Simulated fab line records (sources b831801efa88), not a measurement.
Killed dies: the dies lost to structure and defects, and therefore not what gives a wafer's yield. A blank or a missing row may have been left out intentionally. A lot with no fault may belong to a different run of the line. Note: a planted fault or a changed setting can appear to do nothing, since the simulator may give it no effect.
Matching of chambers -- flow gf180mcu -- pecvd-03 running GF_V3_CVD_02: 3 sister chambers
The step deposits SiO2 from TEOS, target thk 850 nm, time 94.851 s. 5 wafers are shown with their chamber, then 8 later ones without.

== WAFERS WITH THEIR CHAMBER ==
wafer,chamber,heater-power-w (W)
L151.3,0,670
L164.1,2,712
L164.2,1,628
L164.3,1,646
L165.3,2,723

== WAFERS WITHOUT THEIR CHAMBER ==
wafer,heater-power-w (W)
L165.4,571
L165.6,618
L170.1,557
L170.5,742
L170.6,636
L171.2,530
L171.3,587
L171.5,609

== WHICH CHAMBER EACH WENT THROUGH ==
wafer,from the rows above,in truth
L165.4,1,1
L165.6,1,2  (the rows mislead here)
L170.1,1,1
L170.5,2,2
L170.6,1,1
L171.2,1,1
L171.3,1,1
L171.5,1,1
Correct placement for 7 of the 8. Not placeable from these rows: 0. 1 placed wrongly.
How it was worked out, from the rows above alone: a wafer's distance from a chamber is the root of the sum, over the readings, of the square of ((its reading less the chamber's mean) divided by the reading's scatter). The wafer belongs to the nearest chamber; if the next one is less than 2 further off, it can't be placed. The mean given for a chamber averages the wafers shown for that chamber. The scatter is the square root of a quotient: the sum, over the shown wafers, of each reading's squared deviation from its chamber's mean, divided by wafers minus chambers.
